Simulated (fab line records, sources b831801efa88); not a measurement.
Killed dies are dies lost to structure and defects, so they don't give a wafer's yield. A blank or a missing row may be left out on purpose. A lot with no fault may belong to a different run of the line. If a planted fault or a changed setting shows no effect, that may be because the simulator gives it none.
Which tool did it? + flow sky130 + 45 wafers from 15 lots sampled at 7 of the route's 708 steps

WHAT THE GAUGES SHOWED, per wafer
SKY_SD_N_OVL_MEAS_08. Usual: for SD_N_OVL the level is -0.3 nm and the standard deviation is 1.2.
| lot  | measured     | on         | SD_N_OVL (nm)  | flag |
|------|--------------|------------|----------------|------|
| L835 | day 27 15:40 | overlay-01 | 0.1 -0.5 -0.5  |      |
| L836 | day 27 21:34 | overlay-02 | 0.4 0.2 -1.1   |      |
| L838 | day 28 17:43 | overlay-01 | 0.7 0.6 0.5    |      |
| L839 | day 29 05:55 | overlay-01 | 0.7 1.1 -1.2   |      |
| L840 | day 29 13:21 | overlay-02 | -0.1 -0.5 -0.9 |      |
| L842 | day 30 00:04 | overlay-01 | -0.9 -2.3 -2.4 |      |
| L841 | day 30 01:12 | overlay-01 | 0.9 -1.5 -0.2  |      |
| L845 | day 32 07:03 | overlay-01 | 0.8 0.9 -0.1   |      |
| L847 | day 32 12:01 | overlay-02 | -1.7 0.6 -1.7  |      |
| L848 | day 32 13:05 | overlay-01 | -0.6 -0.2 0.2  |      |
| L849 | day 32 19:19 | overlay-01 | 1.3 0.6 -0.3   |      |
| L853 | day 33 19:04 | overlay-01 | 1.0 0.7 0.4    |      |
| L854 | day 34 01:01 | overlay-02 | -0.5 -1.7 -1.4 |      |
| L855 | day 34 07:17 | overlay-01 | -0.1 0.5 -1.2  |      |
| L857 | day 34 16:59 | overlay-02 | -0.3 0.7 0.0   |      |

SKY_LOCAL_INTERCONNECT_RS_MEAS_01: a four-point-probe measurement. Usual: for LOCAL_INTERCONNECT_TIN_RS the level is 14.03 ohm/sq and the standard deviation is 0.21.
| lot  | measured     | on           | LOCAL_INTERCONNECT_TIN_RS (ohm/sq)  | flag |
|------|--------------|--------------|-------------------------------------|------|
| L835 | day 28 22:38 | filmMetro-03 | 13.95 13.94 14.31                   |      |
| L836 | day 29 04:34 | filmMetro-03 | 14.03 14.27 14.09                   |      |
| L838 | day 30 00:28 | filmMetro-01 | 14.34 14.28 14.25                   |      |
| L839 | day 30 12:43 | filmMetro-04 | 14.31 14.15 14.05                   |      |
| L840 | day 30 19:55 | filmMetro-01 | 14.08 14.43 14.17                   |      |
| L842 | day 31 07:04 | filmMetro-03 | 13.89 14.12 13.86                   |      |
| L841 | day 31 16:51 | filmMetro-04 | 14.11 13.92 14.02                   |      |
| L845 | day 33 12:26 | filmMetro-01 | 13.90 10.59 13.78 13.92 10.58 13.77 | OFF  |
| L847 | day 33 17:48 | filmMetro-04 | 13.94 10.62 10.53 13.96 10.61 10.53 | OFF  |
| L848 | day 33 18:28 | filmMetro-04 | 14.07 10.68 14.08 14.08 10.65 14.08 | OFF  |
| L849 | day 34 01:23 | filmMetro-04 | 13.81 14.14 13.95                   |      |
| L853 | day 35 00:42 | filmMetro-04 | 13.63 13.93 14.01                   |      |
| L854 | day 35 06:52 | filmMetro-01 | 14.45 14.21 14.17                   |      |
| L855 | day 35 13:26 | filmMetro-01 | 13.72 14.13 14.11                   |      |
| L857 | day 35 22:17 | filmMetro-01 | 13.92 14.16 13.87                   |      |

SKY_LOCAL_INTERCONNECT_THK_MEAS_02: measures by xrf. Usual: for LOCAL_INTERCONNECT_TIN_THK the level is 100.8 nm and the standard deviation is 1.6.
| lot  | measured     | on           | LOCAL_INTERCONNECT_TIN_THK (nm)     | flag |
|------|--------------|--------------|-------------------------------------|------|
| L835 | day 28 22:44 | filmMetro-03 | 100.3 100.6 98.4                    |      |
| L836 | day 29 04:41 | filmMetro-03 | 100.5 99.1 100.4                    |      |
| L838 | day 30 00:34 | filmMetro-01 | 99.3 100.6 100.0                    |      |
| L839 | day 30 12:49 | filmMetro-04 | 98.3 99.7 100.5                     |      |
| L840 | day 30 20:01 | filmMetro-01 | 101.4 99.3 101.2                    |      |
| L842 | day 31 07:10 | filmMetro-03 | 100.9 99.5 101.0                    |      |
| L841 | day 31 16:58 | filmMetro-04 | 99.7 100.6 100.0                    |      |
| L845 | day 33 16:49 | filmMetro-01 | 102.2 133.1 103.3 101.9 133.8 103.1 | OFF  |
| L847 | day 33 20:28 | filmMetro-04 | 100.9 130.6 131.8 100.9 131.2 131.8 | OFF  |
| L848 | day 33 20:44 | filmMetro-04 | 99.9 129.4 99.5 99.5 130.4 99.9     | OFF  |
| L849 | day 34 01:31 | filmMetro-04 | 102.0 99.4 101.0                    |      |
| L853 | day 35 00:49 | filmMetro-04 | 103.4 100.6 100.1                   |      |
| L854 | day 35 06:57 | filmMetro-01 | 98.7 100.5 100.4                    |      |
| L855 | day 35 13:33 | filmMetro-01 | 103.7 100.5 100.3                   |      |
| L857 | day 35 22:24 | filmMetro-01 | 101.7 100.6 102.2                   |      |

SKY_CONTACT_RS_MEAS_25: a four-point-probe measurement. Usual: for CONTACT_W_RS the level is 0.338 ohm/sq and the standard deviation is 0.0046.
| lot  | measured     | on           | CONTACT_W_RS (ohm/sq) | flag |
|------|--------------|--------------|-----------------------|------|
| L835 | day 31 08:31 | filmMetro-02 | 0.330 0.333 0.334     |      |
| L836 | day 31 14:52 | filmMetro-03 | 0.329 0.338 0.332     |      |
| L838 | day 32 09:04 | filmMetro-02 | 0.332 0.334 0.333     |      |
| L839 | day 32 21:09 | filmMetro-01 | 0.346 0.341 0.345     |      |
| L840 | day 33 03:34 | filmMetro-03 | 0.338 0.339 0.332     |      |
| L842 | day 33 15:53 | filmMetro-01 | 0.334 0.335 0.336     |      |
| L841 | day 33 23:50 | filmMetro-02 | 0.328 0.342 0.342     |      |
| L845 | day 35 20:08 | filmMetro-01 | 0.345 0.339           |      |
| L847 | day 36 00:40 | filmMetro-01 | 0.340                 |      |
| L848 | day 36 02:05 | filmMetro-03 | 0.338 0.344           |      |
| L849 | day 36 08:26 | filmMetro-03 | 0.337 0.336 0.336     |      |
| L853 | day 37 07:45 | filmMetro-01 | 0.338 0.337 0.340     |      |
| L854 | day 37 12:52 | filmMetro-01 | 0.344 0.338 0.345     |      |
| L855 | day 37 20:20 | filmMetro-03 | 0.337 0.337 0.340     |      |
| L857 | day 38 04:26 | filmMetro-02 | 0.337 0.343 0.340     |      |

EACH LOT AND THE TOOL THAT RAN IT (in order: tool; ch and the chambers of the sampled wafers; start)
| lot  | SKY_LDD_HVP_STRIP_09                | SKY_LOCAL_INTERCONNECT_SPUTTER_00 | SKY_LOCAL_INTERCONNECT_METAL_ETCH_14 |
|------|-------------------------------------|-----------------------------------|--------------------------------------|
| L835 | plasmaAsher-04 ch 0,1, day 21 10:04 | pvdSputter-04, day 28 22:32       | rieMetal-03 ch 0,1, day 30 02:33     |
| L836 | plasmaAsher-01 ch 1, day 21 15:08   | pvdSputter-03, day 29 04:29       | rieMetal-02 ch 0,1, day 30 08:40     |
| L838 | plasmaAsher-02 ch 0,1, day 22 11:47 | pvdSputter-03, day 30 00:22       | rieMetal-01 ch 0,1, day 31 04:36     |
| L839 | plasmaAsher-02 ch 0,1, day 23 01:37 | pvdSputter-02, day 30 12:37       | rieMetal-01 ch 1, day 31 16:02       |
| L840 | plasmaAsher-01 ch 0,1, day 23 10:04 | pvdSputter-02, day 30 19:49       | rieMetal-01 ch 0,1, day 31 23:08     |
| L842 | plasmaAsher-01 ch 0,1, day 23 19:34 | pvdSputter-03, day 31 06:58       | rieMetal-02 ch 1, day 32 10:44       |
| L841 | plasmaAsher-01 ch 0,1, day 23 19:52 | pvdSputter-04, day 31 16:47       | rieMetal-03 ch 0,1, day 32 19:20     |
| L845 | plasmaAsher-04 ch 0,1, day 26 09:05 | pvdSputter-03, day 33 12:23       | rieMetal-02 ch 0, day 34 15:00       |
| L847 | plasmaAsher-02 ch 0, day 26 14:16   | pvdSputter-03, day 33 17:44       | rieMetal-02 ch 0, day 34 20:49       |
| L848 | plasmaAsher-01 ch 0,1, day 26 15:02 | pvdSputter-03, day 33 18:25       | rieMetal-01 ch 0,1, day 34 21:06     |
| L849 | plasmaAsher-01 ch 0,1, day 26 21:04 | pvdSputter-04, day 34 01:20       | rieMetal-02 ch 0,1, day 35 04:28     |
| L853 | plasmaAsher-04 ch 0, day 27 23:10   | pvdSputter-02, day 35 00:38       | rieMetal-03 ch 0,1, day 36 02:49     |
| L854 | plasmaAsher-04 ch 0,1, day 28 04:55 | pvdSputter-02, day 35 06:44       | rieMetal-01 ch 0,1, day 36 08:27     |
| L855 | plasmaAsher-02 ch 0,1, day 28 12:37 | pvdSputter-02, day 35 13:22       | rieMetal-01 ch 1, day 36 15:32       |
| L857 | plasmaAsher-02 ch 0, day 28 21:40   | pvdSputter-02, day 35 22:13       | rieMetal-02 ch 0,1, day 37 00:08     |
- SKY_LDD_HVP_STRIP_09: strips in O2/N2.
- SKY_LOCAL_INTERCONNECT_SPUTTER_00: material TiN, target thk 100 nm, time 83.3 s.
- SKY_LOCAL_INTERCONNECT_METAL_ETCH_14: etches TiN in Cl2/BCl3, stops on PSG, target depth 110 nm, time 31.4 s.

AS READ BY THE TOOLS THEMSELVES (means over the sampled wafers that have a number; for cases with no such wafer, the mark the record gives instead)
SKY_LDD_HVP_STRIP_09. Usual: drypumpMotorCurrentA 5.76 A, standard deviation 0.26; oesProductAu 0.408 a.u., standard deviation 0.0046; stripTimeToEndpointS 4.133 s, standard deviation 0.014.
| lot  | tool           | drypumpMotorCurrentA (A) | oesProductAu (a.u.) | stripTimeToEndpointS (s) | flag |
|------|----------------|--------------------------|---------------------|--------------------------|------|
| L835 | plasmaAsher-04 | 5.92                     | 0.408               | 4.134                    |      |
| L836 | plasmaAsher-01 | 5.42                     | 0.408               | 4.126                    |      |
| L838 | plasmaAsher-02 | 5.56                     | 0.407               | 4.132                    |      |
| L839 | plasmaAsher-02 | 5.65                     | 0.404               | 4.126                    |      |
| L840 | plasmaAsher-01 | 5.82                     | 0.409               | 4.124                    |      |
| L842 | plasmaAsher-01 | 5.63                     | 0.410               | 4.142                    |      |
| L841 | plasmaAsher-01 | 5.81                     | 0.410               | 4.134                    |      |
| L845 | plasmaAsher-04 | 6.04                     | 0.409               | 4.158                    |      |
| L847 | plasmaAsher-02 | 5.73                     | 0.411               | 4.136                    |      |
| L848 | plasmaAsher-01 | 5.82                     | 0.407               | 4.135                    |      |
| L849 | plasmaAsher-01 | 5.63                     | 0.405               | 4.135                    |      |
| L853 | plasmaAsher-04 | 6.18                     | 0.407               | 4.117                    |      |
| L854 | plasmaAsher-04 | 5.91                     | 0.406               | 4.129                    |      |
| L855 | plasmaAsher-02 | 5.57                     | 0.416               | 4.109                    |      |
| L857 | plasmaAsher-02 | 5.72                     | 0.407               | 4.150                    |      |

SKY_LOCAL_INTERCONNECT_SPUTTER_00. Usual: throttleValvePct at 30.8 %, with a standard deviation of 0.82.
| lot  | tool          | throttleValvePct (%) | flag |
|------|---------------|----------------------|------|
| L835 | pvdSputter-04 | 31.1                 |      |
| L836 | pvdSputter-03 | 30.2                 |      |
| L838 | pvdSputter-03 | 30.3                 |      |
| L839 | pvdSputter-02 | 31.2                 |      |
| L840 | pvdSputter-02 | 31.1                 |      |
| L842 | pvdSputter-03 | 30.6                 |      |
| L841 | pvdSputter-04 | 31.1                 |      |
| L845 | pvdSputter-03 | 29.9                 |      |
| L847 | pvdSputter-03 | 29.6                 |      |
| L848 | pvdSputter-03 | 29.9                 |      |
| L849 | pvdSputter-04 | 31.2                 |      |
| L853 | pvdSputter-02 | 30.9                 |      |
| L854 | pvdSputter-02 | 31.0                 |      |
| L855 | pvdSputter-02 | 31.2                 |      |
| L857 | pvdSputter-02 | 31.1                 |      |

SKY_LOCAL_INTERCONNECT_METAL_ETCH_14. Usual: drypumpMotorCurrentA 5.99 A, standard deviation 0.27; mfcCl2Sccm 60.01 sccm, standard deviation 0.19; oesProductAu 0.946 a.u., standard deviation 0.0093; throttleValvePct 21.898 %, standard deviation 0.011.
| lot  | tool        | drypumpMotorCurrentA (A) | mfcCl2Sccm (sccm) | oesProductAu (a.u.) | throttleValvePct (%) | flag |
|------|-------------|--------------------------|-------------------|---------------------|----------------------|------|
| L835 | rieMetal-03 | 5.77                     | 60.09             | 0.942               | 21.903               |      |
| L836 | rieMetal-02 | 6.14                     | 59.94             | 0.944               | 21.902               |      |
| L838 | rieMetal-01 | 5.82                     | 59.81             | 0.938               | 21.900               |      |
| L839 | rieMetal-01 | 6.24                     | 60.23             | 0.942               | 21.892               |      |
| L840 | rieMetal-01 | 5.80                     | 60.11             | 0.935               | 21.909               |      |
| L842 | rieMetal-02 | 6.04                     | 59.89             | 0.950               | 21.903               |      |
| L841 | rieMetal-03 | 5.91                     | 59.82             | 0.944               | 21.902               |      |
| L845 | rieMetal-02 | 6.18                     | 60.16             | 0.976               | 21.881               | OFF  |
| L847 | rieMetal-02 | 6.18                     | 59.87             | 0.998               | 21.860               | OFF  |
| L848 | rieMetal-01 | 5.82                     | 59.91             | 0.956               | 21.897               |      |
| L849 | rieMetal-02 | 6.15                     | 60.04             | 0.948               | 21.894               |      |
| L853 | rieMetal-03 | 5.94                     | 60.00             | 0.953               | 21.898               |      |
| L854 | rieMetal-01 | 5.82                     | 60.01             | 0.936               | 21.906               |      |
| L855 | rieMetal-01 | 6.24                     | 60.22             | 0.946               | 21.902               |      |
| L857 | rieMetal-02 | 6.12                     | 60.14             | 0.951               | 21.904               |      |

THE ANSWER, worked out from the rows above alone
Rule: lot off if the mean of its wafers having a number is beyond 3 standard deviations from the usual mean. Also off: a lot with no number at a reading for which 4 or more lots have one. Any other lot the step has rows for is counted as sound. Order of review: gauges by route order, followed by the tools' own readings, for which a lot's mean as printed above is used. The first step at which some lot is off is used, and at that step the reading that is off furthest; a lot without a number counts as furthest.
Off: L845, L847, L848, seen at SKY_LOCAL_INTERCONNECT_RS_MEAS_01 (LOCAL_INTERCONNECT_TIN_RS).
A tool fits if, at a process step before that reading, it ran every lot that is off, and no sound lot after the first of them. Those tools and the gauges at SKY_LOCAL_INTERCONNECT_RS_MEAS_01 are tried in the same way. One candidate fits, namely pvdSputter-03 at SKY_LOCAL_INTERCONNECT_SPUTTER_00. A fault onset in the window from L842 (day 31 06:58, its last sound lot) to L845 (day 33 12:23, its first lot off) fits.

WHAT THE SIMULATOR PUT IN
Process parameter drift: pvdSputter-03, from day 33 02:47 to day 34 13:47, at SKY_LOCAL_INTERCONNECT_SPUTTER_00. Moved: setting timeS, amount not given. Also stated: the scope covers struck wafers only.
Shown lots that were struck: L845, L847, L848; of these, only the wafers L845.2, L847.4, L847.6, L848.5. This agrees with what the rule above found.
